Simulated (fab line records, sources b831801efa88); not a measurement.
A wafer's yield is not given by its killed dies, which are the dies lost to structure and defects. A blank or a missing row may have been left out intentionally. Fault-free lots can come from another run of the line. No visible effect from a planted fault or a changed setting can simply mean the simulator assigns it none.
fab line records	flow sky130
record lots=10	wafers=30	lastDay=50
route steps=708 shown SD_N@353 CONTACT@422 METAL1@437 PAD_OPEN@708
lots untouched by any fault: they come from a run of this same line in which no faults occurred
startH: the number of hours between the record's first day and the start of the first shown wafer of the lot	waitH: hours since the lot's step before	" identical to the entry in the row above	L1.1+2: one row covering several wafers at once	- value missing, or start not given	* or withheld: withheld	< > ~ a bound
route shown NAME@n: NAME is a module with steps in the file, n the number in the route of the first one	usual: the fault-free wafers' mean and standard deviation	same: alike in all rows	chamber/n: place in a boat	sites: per-site readings	_std_site: standard deviation across them	_edge_site: inner sites' mean taken away from outer sites' mean	radiusMm: how far each site lies from the wafer's centre	mask NAME#n: copy n	behind: the last tool/chamber to shape the wafer	hold: what put the lot on hold/how long, in hours/how the hold closed	device: transistor that didn't switch, given as n, p or np	end of line: the tests these same wafers got at the end of their route	a step without rows: its recipe alone	killed: dies lost to structure and defects at the first sort, not the wafer's yield	map: shows each die of a wafer: x if killed, . if not, _ if none is there
set.NAME: the setting that was run; set.NAME@STEP: the one run at that earlier step	model.NAME: the simulator's own value behind a step, which no gauge read
a sample of lots followed through the steps of the route, with each step as a table and each wafer as a row
services: when a tool's chamber went out of use (startH, in hours from the record's first day, below 0 if earlier), for how many hours, and the reason
## steps
# step SKY_SD_N_STRIP_11
# recipe chemistry=O2/N2	powerW=1400	pressureMtorr=1500	platenTempC=withheld	o2FlowSccm=3000	n2FlowSccm=300	overashFraction=0.5
# usual drypumpMotorCurrentA=5.8/0.51	oesProductAu=0.528/0.0043	stripTimeToEndpointS=22.650/0.029
# same overashFraction=0.5
lot.wafer	tool	chamber	startH	waitH	drypumpMotorCurrentA	oesProductAu	rfHoursCounterH	stripTimeToEndpointS
L846.1	plasmaAsher-04	0	674.73	0.1	6.2	0.535	23	22.619
L846.2	"	1	"	"	5.1	0.542	23	22.616
L846.3	"	0	"	"	6.2	0.531	-	22.657
L853.1	plasmaAsher-04	1	715.67	0.1	5.1	0.530	28	22.648
L853.3	"	1	"	"	5.1	0.530	-	22.668
L853.6	"	0	"	"	6.2	0.529	-	22.652
L854.1	plasmaAsher-04	1	734.02	0.1	5.1	0.535	29	22.671
L854.2	"	0	"	"	6.1	0.533	29	22.638
L854.6	"	0	"	"	6.1	0.536	-	22.679
L858.2	plasmaAsher-04	0	768.28	0.1	6.2	0.527	33	22.683
L858.4	"	0	"	"	6.1	0.530	-	22.671
L858.6	"	0	"	"	6.2	0.530	-	22.663
L859.1	plasmaAsher-04	1	786.23	0.1	5.1	0.527	35	22.681
L859.5	"	0	"	"	6.2	0.526	-	22.703
L859.6	"	1	"	"	5.1	0.525	-	22.712
L862.1	plasmaAsher-04	1	795.71	0.1	5.1	0.527	36	22.655
L862.4	"	1	"	"	5.1	0.532	-	22.648
L862.5	"	0	"	"	6.1	0.525	-	22.662
L863.1	plasmaAsher-01	1	799.41	0.1	6.4	0.529	70	22.628
L863.4	"	0	"	"	5.5	0.527	-	22.627
L863.6	"	0	"	"	5.5	0.536	-	22.671
L864.1	plasmaAsher-01	1	827.22	0.1	6.4	0.530	73	22.582
L864.4	"	1	"	"	6.4	0.524	-	22.557
L864.5	"	0	"	"	5.5	0.525	-	22.627
L866.1	plasmaAsher-04	1	828.18	0.1	5.1	0.528	39	22.671
L866.3	"	0	"	"	6.1	0.528	-	22.679
L866.5	"	1	"	"	5.2	0.530	-	22.663
L865.3	plasmaAsher-04	1	836.37	0.1	5.1	0.533	-	22.643
L865.4	"	0	"	"	6.1	0.524	-	22.656
L865.5	"	0	"	"	6.2	0.526	-	22.660
# step SKY_CONTACT_ETCH_16
# recipe chemistry=N2/H2	target=BARC	ionEnergyEv=200	sourceW=500	biasW=100	pressureMtorr=30	n2FlowSccm=100	h2FlowSccm=200	stopOn=SiO2	timeS=45.9	targetDepthA=600
# usual biasW=100.0/0.31	chamberPressureMTorr=30.00/0.03	drypumpMotorCurrentA=5.9/0.47	oesProductAu=0.854/0.0044	throttleValvePct=13.226/0.0092
lot.wafer	tool	chamber	startH	waitH	biasW	chamberPressureMTorr	drypumpMotorCurrentA	oesProductAu	rfHoursCounterH	throttleValvePct
L846.1	rieDiel-01	0	761.84	0.0	99.9	29.94	6.1	0.855	44	13.231
L846.2	"	3	"	"	100.5	30.03	6.7	0.861	9	13.228
L846.3	"	2	"	"	100.4	30.02	6.1	0.856	7	13.223
L853.1	rieDiel-01	2	801.77	0.0	99.9	30.04	6.1	0.853	9	13.229
L853.3	"	1	"	"	100.1	30.01	5.7	0.853	1	13.228
L853.6	"	2	"	"	100.0	30.05	6.1	0.857	-	13.215
L854.1	rieDiel-02	1	817.13	0.0	99.9	30.00	5.7	0.856	2	13.214
L854.2	"	0	"	"	99.8	30.03	6.1	0.857	17	13.231
L854.6	"	2	"	"	100.1	30.04	6.2	0.852	-	13.220
L858.2	rieDiel-03	0	852.17	0.0	99.7	30.02	5.8	0.857	28	13.220
L858.4	"	2	"	"	100.1	30.03	5.0	0.850	4	13.241
L858.6	"	2	"	"	100.2	30.00	5.0	0.850	-	13.223
L859.1	rieDiel-02	2	866.02	0.0	99.8	29.97	6.1	0.851	11	13.238
L859.5	"	2	"	"	100.0	30.02	6.1	0.855	-	13.243
L859.6	"	1	"	"	100.4	29.99	5.8	0.851	-	13.243
L862.1	rieDiel-02	0	878.22	0.0	99.9	30.00	6.1	0.857	19	13.242
L862.4	"	1	"	"	100.2	29.97	5.7	0.847	3	13.204
L862.5	"	1	"	"	99.5	30.07	5.7	0.847	-	13.235
L863.1	rieDiel-03	2	880.92	0.0	99.9	29.98	5.0	0.857	5	13.215
L863.4	"	1	"	"	99.8	30.01	5.3	0.861	-	13.221
L863.6	"	3	"	"	100.2	29.96	5.8	0.860	-	13.223
L864.1	rieDiel-01	1	908.23	0.0	99.8	30.00	5.7	0.853	4	13.224
L864.4	"	0	"	"	99.9	30.05	6.1	0.852	3	13.230
L864.5	"	3	"	"	99.5	30.01	6.7	0.860	-	13.230
L866.1	rieDiel-01	2	909.53	0.0	100.4	29.99	6.1	0.855	12	13.225
L866.3	"	3	"	"	99.5	29.97	6.7	0.857	15	13.220
L866.5	"	0	"	"	99.2	29.99	6.1	0.856	-	13.222
L865.3	rieDiel-03	0	917.52	0.0	99.3	29.94	5.8	0.843	1	13.226
L865.4	"	1	"	"	99.6	29.99	5.3	0.851	17	13.225
L865.5	"	0	"	"	99.6	30.00	5.8	0.856	-	13.215
# step SKY_CONTACT_ETCH_17
# recipe target=SiO2	chemistry=C4F8/O2/Ar	stopOn=Si3N4	maskMaterial=KrF-thick	sourceW=1500	biasW=1200	pressureMtorr=40	c4f8FlowSccm=withheld	O2_flow_sccm=6	Ar_flow_sccm=300	timeS=withheld	targetDepthA=3400
# usual biasW=1201/3.9	chamberPressureMTorr=40.00/0.034	oesProductAu=0.892/0.0048
lot.wafer	tool	chamber	startH	waitH	biasW	chamberPressureMTorr	oesProductAu
L846.1	rieDiel-01	0	761.88	0.0	1201	40.02	0.896
L846.2	"	3	"	"	1198	39.98	0.906
L846.3	"	2	"	"	1198	40.00	0.895
L853.1	rieDiel-01	2	801.82	0.0	-	-	-
L853.3	"	1	"	"	-	-	-
L853.6	"	2	"	"	-	-	-
L854.1	rieDiel-02	1	817.17	0.0	-	-	-
L854.2	"	0	"	"	-	-	-
L854.6	"	2	"	"	-	-	-
L858.2	rieDiel-03	0	852.22	0.0	1203	39.94	0.894
L858.4	"	2	"	"	1199	40.02	0.890
L858.6	"	2	"	"	1198	39.97	0.895
L859.1	rieDiel-02	2	866.07	0.0	1202	39.94	0.891
L859.5	"	2	"	"	1203	40.01	0.893
L859.6	"	1	"	"	1207	39.98	0.897
L862.1	rieDiel-02	0	878.27	0.0	1206	40.02	0.888
L862.4	"	1	"	"	1199	39.95	0.894
L862.5	"	1	"	"	1203	40.03	0.902
L863.1	rieDiel-03	2	880.97	0.0	1201	39.96	0.894
L863.4	"	1	"	"	1191	39.94	0.896
L863.6	"	3	"	"	1201	39.99	0.893
L864.1	rieDiel-01	1	908.27	0.0	1201	40.04	0.890
L864.4	"	0	"	"	1196	39.98	0.894
L864.5	"	3	"	"	1205	40.04	0.891
L866.1	rieDiel-01	2	909.57	0.0	1201	40.04	0.895
L866.3	"	3	"	"	1204	40.01	0.894
L866.5	"	0	"	"	1203	40.01	0.885
L865.3	rieDiel-03	0	917.57	0.0	1198	40.02	0.883
L865.4	"	1	"	"	1197	40.06	0.892
L865.5	"	0	"	"	1202	40.00	0.891
# step SKY_CONTACT_ETCH_18
# recipe target=Si3N4	chemistry=CHF3/O2	stopOn=TiN	sourceW=600	biasW=200	pressureMtorr=40	chf3FlowSccm=50	O2_flow_sccm=5	timeS=39	targetDepthA=750
# usual O2_flow_sccm=5.002/0.016	biasW=200.1/0.64	drypumpMotorCurrentA=5.9/0.47	oesProductAu=0.853/0.0074	throttleValvePct=8.792/0.0095
lot.wafer	tool	chamber	startH	waitH	O2_flow_sccm	biasW	drypumpMotorCurrentA	oesProductAu	rfHoursCounterH	throttleValvePct
L846.1	rieDiel-01	0	-	-	4.971	200.6	6.1	0.857	44	8.793
L846.2	"	3	"	"	5.003	200.2	6.7	0.860	9	8.809
L846.3	"	2	"	"	4.978	200.0	6.1	0.860	7	8.802
L853.1	rieDiel-01	2	-	-	5.026	200.4	6.1	0.377	9	8.664
L853.3	"	1	"	"	5.028	199.6	5.7	0.382	1	8.689
L853.6	"	2	"	"	5.009	200.7	6.1	0.370	-	8.685
L854.1	rieDiel-02	1	-	-	5.001	200.3	5.7	0.377	2	8.679
L854.2	"	0	"	"	5.022	200.3	6.2	0.367	17	8.681
L854.6	"	2	"	"	4.976	199.0	6.1	0.373	-	8.671
L858.2	rieDiel-03	0	-	-	4.993	198.7	5.8	0.857	28	8.788
L858.4	"	2	"	"	4.999	200.2	5.0	0.862	4	8.788
L858.6	"	2	"	"	5.001	200.0	5.0	0.855	-	8.780
L859.1	rieDiel-02	2	-	-	5.006	198.5	6.1	0.845	11	8.793
L859.5	"	2	"	"	5.008	198.3	6.1	0.859	-	8.789
L859.6	"	1	"	"	5.022	200.8	5.7	0.856	-	8.795
L862.1	rieDiel-02	0	-	-	5.027	199.5	6.2	0.841	19	8.777
L862.4	"	1	"	"	4.994	199.6	5.7	0.858	3	8.788
L862.5	"	1	"	"	5.002	199.0	5.8	0.860	-	8.809
L863.1	rieDiel-03	2	-	-	5.004	199.8	5.0	0.845	5	8.789
L863.4	"	1	"	"	4.982	199.6	5.3	0.862	-	8.798
L863.6	"	3	"	"	5.002	200.2	5.8	0.860	-	8.792
L864.1	rieDiel-01	1	-	-	4.995	200.6	5.7	0.846	4	8.791
L864.4	"	0	"	"	4.984	199.4	6.1	0.848	4	8.781
L864.5	"	3	"	"	5.007	201.0	6.7	0.852	-	8.802
L866.1	rieDiel-01	2	-	-	5.006	200.8	6.1	0.846	12	8.810
L866.3	"	3	"	"	5.017	200.4	6.7	0.853	15	8.773
L866.5	"	0	"	"	5.024	199.8	6.1	0.856	-	8.803
L865.3	rieDiel-03	0	-	-	4.984	200.2	5.8	0.859	1	8.804
L865.4	"	1	"	"	5.001	200.1	5.3	0.875	17	8.794
L865.5	"	0	"	"	4.992	200.5	5.8	0.860	-	8.784
# step SKY_CONTACT_STRIP_19
# recipe chemistry=O2/N2	powerW=1400	pressureMtorr=1500	platenTempC=withheld	o2FlowSccm=3000	n2FlowSccm=300	overashFraction=0.5
# usual drypumpMotorCurrentA=5.8/0.52	oesProductAu=0.380/0.0046	stripTimeToEndpointS=3.606/0.022
# same overashFraction=0.5
lot.wafer	tool	chamber	startH	waitH	drypumpMotorCurrentA	oesProductAu	rfHoursCounterH	stripTimeToEndpointS
L846.1	plasmaAsher-04	0	761.97	-	6.1	0.372	32	3.580
L846.2	"	1	"	"	5.1	0.375	32	3.595
L846.3	"	1	"	"	5.1	0.378	-	3.614
L853.1	plasmaAsher-04	1	801.91	-	5.1	0.404	37	4.305
L853.3	"	1	"	"	5.1	0.411	-	4.303
L853.6	"	1	"	"	5.1	0.401	-	4.293
L854.1	plasmaAsher-04	0	817.26	-	6.1	0.406	38	4.294
L854.2	"	1	"	"	5.1	0.412	38	4.282
L854.6	"	0	"	"	6.2	0.406	-	4.286
L858.2	plasmaAsher-04	1	852.31	-	5.2	0.385	41	3.627
L858.4	"	1	"	"	5.1	0.375	-	3.607
L858.6	"	0	"	"	6.2	0.381	-	3.602
L859.1	plasmaAsher-01	0	866.16	-	5.5	0.380	77	3.586
L859.5	"	1	"	"	6.5	0.388	-	3.624
L859.6	"	0	"	"	5.5	0.378	-	3.625
L862.1	plasmaAsher-02	1	878.36	-	6.4	0.379	12	3.591
L862.4	"	1	"	"	6.4	0.372	-	3.611
L862.5	"	1	"	"	6.4	0.375	-	3.572
L863.1	plasmaAsher-04	1	881.06	-	5.1	0.379	44	3.578
L863.4	"	1	"	"	5.1	0.379	-	3.576
L863.6	"	0	"	"	6.2	0.376	-	3.598
L864.1	plasmaAsher-01	1	908.36	-	6.4	0.382	81	3.593
L864.4	"	1	"	"	6.4	0.380	-	3.594
L864.5	"	1	"	"	6.4	0.383	-	3.605
L866.1	plasmaAsher-04	0	909.66	-	6.2	0.376	48	3.618
L866.3	"	1	"	"	5.1	0.380	-	3.612
L866.5	"	1	"	"	5.1	0.378	-	3.625
L865.3	plasmaAsher-02	0	917.69	-	5.5	0.385	-	3.635
L865.4	"	1	"	"	6.4	0.386	-	3.601
L865.5	"	0	"	"	5.5	0.380	-	3.642
# step SKY_METAL1_SPUTTER_03
# recipe material=Ti	targetThkNm=5	powerW=3000	timeS=3.3	chamberPressurePa=0.4
# usual throttleValvePct=30.2/1.3
lot.wafer	tool	chamber	startH	waitH	throttleValvePct
L846.1	pvdSputter-03	-	763.29	0.0	30.5
L846.2	"	-	"	"	33.1
L846.3	"	-	"	"	28.5
L858.2	pvdSputter-03	-	853.62	0.0	32.8
L858.4	"	-	"	"	30.3
L858.6	"	-	"	"	32.7
L859.1	pvdSputter-03	-	867.48	0.0	33.0
L859.5	"	-	"	"	30.6
L859.6	"	-	"	"	28.8
L862.1	pvdSputter-03	-	879.67	0.0	28.6
L862.4	"	-	"	"	32.9
L862.5	"	-	"	"	33.2
L863.1	pvdSputter-01	-	882.42	0.0	31.5
L863.4	"	-	"	"	31.3
L863.6	"	-	"	"	28.8
L864.1	pvdSputter-04	-	909.72	0.0	30.3
L864.4	"	-	"	"	29.6
L864.5	"	-	"	"	30.4
L866.1	pvdSputter-04	-	910.98	0.0	30.4
L866.3	"	-	"	"	30.7
L866.5	"	-	"	"	30.8
L865.3	pvdSputter-03	-	918.97	0.0	33.0
L865.4	"	-	"	"	28.3
L865.5	"	-	"	"	28.2
# step SKY_PAD_OPEN_PROBE_99
# usual killed_at_M0_to_M3=43/5.9	killed_at_M4_up=3.3/1.9	killedAtContacts=24/5.6	killedAtFrontEnd=15/4.1	killedAtOther=0.4/0.66	killedDies=86/9	killedOnRim=17/3.7	killedOpen=47/6.9	killedShort=39/6.2
# same grossDies=492	killedAtBackSide=0
lot.wafer	tool	chamber	startH	waitH	killed_at_M0_to_M3	killed_at_M4_up	killedAtContacts	killedAtFrontEnd	killedAtOther	killedDies	killedOnRim	killedOpen	killedShort
L853.1	prober-01	-	1126.04	0.1	224	67	118	17	66	492	96	45	40
L853.3	prober-01	-	1126.14	0.2	237	62	130	12	51	492	96	46	35
L853.6	prober-01	-	1126.29	0.2	232	65	126	8	61	492	96	40	38
L854.1	prober-01	-	1132.15	0.1	235	73	112	19	53	492	96	54	30
L854.2	prober-01	-	1132.20	0.1	245	68	102	13	64	492	96	46	35
L854.6	prober-01	-	1132.40	0.2	213	62	134	13	70	492	96	56	41
L858.2	prober-02	-	1160.50	0.1	40	2	20	16	0	78	20	44	33
L858.4	prober-02	-	1160.60	0.2	42	6	19	15	1	83	15	47	35
L858.6	prober-02	-	1160.70	0.2	42	2	36	10	1	91	16	58	32
L862.1	prober-01	-	1177.67	0.1	46	1	20	15	0	82	21	38	44
L862.4	prober-01	-	1177.82	0.2	33	2	26	12	2	75	18	43	32
L862.5	prober-01	-	1177.87	0.2	54	3	30	17	0	104	26	52	52
# killed by level:class
L853.1 CONTACT:areaEtch=102 CAP2M:areaExpose=37 METAL3:areaExpose=37 METAL4:areaExpose=32 VIA3:areaExpose=32 VIA4:areaExpose=32 VIA1:areaExpose=31 VIA2:areaExpose=28
L853.3 CONTACT:areaEtch=107 VIA3:areaExpose=38 VIA2:areaExpose=38 METAL3:areaExpose=37 METAL1:areaExpose=32 CAPM:areaExpose=29 VIA4:areaExpose=29 METAL4:areaExpose=28
L853.6 CONTACT:areaEtch=107 METAL3:areaExpose=37 METAL1:areaExpose=34 CAP2M:areaExpose=32 VIA4:areaExpose=32 VIA2:areaExpose=31 METAL4:areaExpose=31 VIA1:areaExpose=30
L854.1 CONTACT:areaEtch=91 METAL1:areaExpose=45 METAL4:areaExpose=37 METAL3:areaExpose=35 VIA4:areaExpose=33 CAP2M:areaExpose=33 VIA2:areaExpose=33 METAL2:areaExpose=29
L854.2 CONTACT:areaEtch=86 METAL4:areaExpose=42 VIA1:areaExpose=37 METAL1:areaExpose=34 METAL3:areaExpose=34 VIA2:areaExpose=34 VIA3:areaExpose=34 CAP2M:areaExpose=34
L854.6 CONTACT:areaEtch=101 CAP2M:areaExpose=37 VIA2:areaExpose=35 METAL4:areaExpose=35 CAPM:areaExpose=33 METAL3:areaExpose=32 VIA1:areaExpose=28 VIA3:areaExpose=28
L858.2 VIA1:geometricParticle:open=9 CONTACT:geometricParticle:open=8 VIA2:geometricParticle:open=6 METAL2:geometricParticle:short=6 VIA2:geometricParticle:short=6 SONOS_ONO:geometricParticle:open=4 POLY_GATE:geometricParticle:open=4 FIELD_ISO:geometricParticle:open=3
L858.4 CONTACT:geometricParticle:open=9 VIA3:geometricParticle:open=9 VIA1:geometricParticle:open=7 VIA2:geometricParticle:open=6 METAL2:geometricParticle:short=6 CONTACT:geometricParticle:short=5 VIA1:geometricParticle:short=5 SPACER:geometricParticle:open=4
L858.6 CONTACT:geometricParticle:open=20 VIA2:geometricParticle:open=13 VIA1:geometricParticle:open=8 CONTACT:geometricParticle:short=7 FIELD_ISO:geometricParticle:open=4 LOCAL_INTERCONNECT:geometricParticle:short=4 VIA3:geometricParticle:open=4 METAL1:geometricParticle:open=3
L862.1 VIA2:geometricParticle:open=9 CONTACT:geometricParticle:short=8 VIA1:geometricParticle:open=7 FIELD_ISO:geometricParticle:short=5 CONTACT:geometricParticle:open=5 VIA3:geometricParticle:short=5 METAL2:geometricParticle:short=5 VIA2:geometricParticle:short=5
L862.4 CONTACT:geometricParticle:open=12 LI_CONTACT:geometricParticle:open=8 VIA1:geometricParticle:open=7 VIA3:geometricParticle:open=5 FIELD_ISO:geometricParticle:short=4 VIA1:geometricParticle:short=4 VIA3:geometricParticle:short=4 POLY_GATE:geometricParticle:open=3
L862.5 CONTACT:geometricParticle:open=12 VIA2:geometricParticle:open=11 FIELD_ISO:geometricParticle:short=8 LI_CONTACT:geometricParticle:open=8 VIA1:geometricParticle:open=8 VIA3:geometricParticle:open=7 CONTACT:geometricParticle:short=6 METAL1:geometricParticle:short=6
## services
tool	chamber	startH	hours	kind
pvdSputter-03	-	651.22	4.8	repair
rieDiel-02	0	659.66	2.0	repair
rieDiel-02	0	663.23	6.7	repair
rieDiel-01	2	675.07	2.5	repair
plasmaAsher-04	-	696.43	2.8	pm
rieDiel-02	1	703.15	9.9	repair
plasmaAsher-04	-	726.51	1.1	repair
rieDiel-02	2	731.39	5.1	repair
rieDiel-02	-	742.38	14.6	pm
rieDiel-03	0	770.20	2.1	repair
rieDiel-02	0	778.90	19.2	repair
plasmaAsher-04	-	778.93	1.3	repair
rieDiel-02	3	780.67	1.9	repair
rieDiel-01	0	785.94	4.0	repair
pvdSputter-03	-	791.32	2.4	repair
rieDiel-02	0	819.24	5.9	repair
rieDiel-02	3	834.32	6.1	repair
rieDiel-02	-	835.68	2.8	pm
rieDiel-02	3	846.09	6.1	repair
rieDiel-03	2	847.44	4.3	repair
rieDiel-02	2	879.58	3.8	repair
rieDiel-01	-	890.20	2.8	pm
rieDiel-03	-	905.57	2.8	pm
rieDiel-01	0	916.82	5.6	repair
## key
firstSign step=SKY_CONTACT_ETCH_17	reading=toolRecord	direction=missing
effect step=SKY_CONTACT_ETCH_18	reading=oesProductAu	direction=down	sigmas=65	usual=0.853	struck=0.374
effect step=SKY_CONTACT_STRIP_19	reading=stripTimeToEndpointS	direction=up	sigmas=31	usual=*	struck=*
effect step=SKY_PAD_OPEN_PROBE_99	reading=killedAtOther	direction=up	sigmas=60	usual=0.4	struck=60.8
moreKillsBornAt SKY_CONTACT_ETCH_17@rieDiel-01=316	SKY_CONTACT_ETCH_17@rieDiel-02=278
metAt SKY_CONTACT_ETCH_17
struckLots L853,L854
laterRowsLeftOut L853.1,L853.3,L853.6,L854.1,L854.2,L854.6
testerLeftOut L853,L854
notActingAt SKY_SD_N_STRIP_11,SKY_CONTACT_ETCH_16,SKY_METAL1_SPUTTER_03
onsetBetween 761.88 801.82
fault kind=skippedStepWhole	tool=rieDiel-01,rieDiel-02	chamber=-	onsetH=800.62	steps=SKY_CONTACT_ETCH_17	scope=struckLotsOnly
# testerLeftOut: of these lots the tester's yield and bins aren't shown, on N5 and GAA mostly nor the transistor test; their killed dies are dies lost to structure and defects alone, not to doping, threshold or leakage, so they don't give the yield
# laterRowsLeftOut: the simulator's readings of these wafers behind a module that went badly wrong aren't trusted and aren't shown, but for the sort
